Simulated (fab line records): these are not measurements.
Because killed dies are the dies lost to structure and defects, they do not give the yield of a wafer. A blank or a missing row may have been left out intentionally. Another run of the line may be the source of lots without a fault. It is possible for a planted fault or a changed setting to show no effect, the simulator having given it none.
Comparing a struck lot with a sound one || flow sky130 || 15 out of 708 route steps
Sound: wafers L330.1, L330.5, L330.6. Wafers struck: L332.4, L332.5, L332.6. At the end, the cause is stated.
Per side, at each step with rows, come the tool, then ch with its chambers, and then its first start. Under that, the readings that differ: sound wafers || struck wafers || difference of the means || sigmas: that difference in standard deviations of wafers without a fault.
alike: a reading whose means differ by less than 2 such deviations, as well as words and numbers matching on both sides. not compared: withheld readings; readings where some wafer has no value; bounds like >300 that might hide an equal value; numbers whose values overlap and for which the record gives no deviation.
The two part at a step that has a row with sigmas, a row that says differs or no value, or rows on one side only. Numbers that don't overlap but have no deviation are shown without sigmas and don't part them. A reading that every wafer of one side lacks parts them only if that side has two wafers or more.

first, 8 steps without rows for these wafers: SKY_METAL1_DEHYDRATE_07 (time 60 s); SKY_METAL1_HMDS_08 (prime time 60 s); SKY_METAL1_COAT_09 (resist thk 60 nm); SKY_METAL1_COAT_10 (resist thk 450 nm); SKY_METAL1_SOFTBAKE_11 (time 90 s); SKY_METAL1_EXPOSE_12 (exposes mask MM1, target cd 140 nm); SKY_METAL1_PEB_13; SKY_METAL1_DEVELOP_14 (develop time 60 s).
SKY_METAL1_CD_MEAS_15: the cd target is 140 nm.
  struck on cd sem-02, day 35 03:57; sound on cd sem-02, day 34 05:53
  alike: cd nm
SKY_METAL1_OVL_MEAS_16:
  struck on overlay-01, day 35 04:02; sound on overlay-01, day 34 06:01
  alike: METAL1_OVL
SKY_METAL1_DESCUM_17: chemistry O2, time 8 s.
  sound on rie metal-01 ch 0,1, day 34 06:03; struck on rie metal-01 ch 0,1, day 35 04:04
  alike: drypump motor current A, oes product au
  not compared: rf hours counter h
SKY_METAL1_ETCH_18: etches BARC in N2/H2, stops on SiO2, time 45.9 s, target depth 60 nm.
  sound on rie metal-01 ch 0,1, day 34 06:05; struck on rie metal-01 ch 0,1, day 35 04:06
{"reading": "throttle valve pct (%)", "sound": "13.233 13.229 13.246", "struck": "13.234 13.217 13.203", "difference": -0.018, "sigmas": -2}
  alike: bias w, drypump motor current A, oes product au
  not compared: rf hours counter h
SKY_METAL1_METAL_ETCH_19: etches the open film in Cl2/BCl3, stops on SiO2, target depth 360 nm, time 78 s.
  sound on rie metal-01 ch 0,1, day 34 06:08; struck on rie metal-01 ch 0,1, day 35 04:10
{"reading": "oes product au (a.u.)", "sound": "0.859 0.849 0.858", "struck": "0.784 0.775 0.779", "difference": -0.076, "sigmas": -14}
{"reading": "model.KrF-thick_of_METAL1_COAT_10.thk nm (nm)", "sound": "152.9 156.4 154.8", "struck": "238.7 243.2 240.6", "difference": "+86.1", "sigmas": ""}
{"reading": "model.METAL1.feature depth nm (nm)", "sound": "359.3 360.2 360.5", "struck": "307.6 304 305.1", "difference": -54.4, "sigmas": ""}
{"reading": "model.etch.depth nm (nm)", "sound": "359.3 360.2 360.5", "struck": "307.6 304 305.1", "difference": -54.4, "sigmas": ""}
  alike: bias w, drypump motor current A, throttle valve pct
  not compared: rf hours counter h
SKY_METAL1_STRIP_20: strips in O2/N2.
  sound on plasma asher-01 ch 0,1, day 34 06:14; struck on plasma asher-03 ch 0,1, day 35 04:16
{"reading": "oes product au (a.u.)", "sound": "0.344 0.343 0.341", "struck": "0.374 0.377 0.372", "difference": "+0.032", "sigmas": "+7"}
{"reading": "strip time to endpoint s (s)", "sound": "2.63 2.66 2.66", "struck": "3.57 3.62 3.58", "difference": "+0.94", "sigmas": "+27"}
  alike: drypump motor current A, o2 flow sccm
  not compared: rf hours counter h
then, 1 step without rows for these wafers: SKY_METAL1_STRIP_21 (strips in post etch residue remover, time 1200 s).

== WHERE THEY PART ==
Earliest at SKY_METAL1_ETCH_18; latest, in this record, at SKY_METAL1_STRIP_20.

WHY: what had been put in by the simulator
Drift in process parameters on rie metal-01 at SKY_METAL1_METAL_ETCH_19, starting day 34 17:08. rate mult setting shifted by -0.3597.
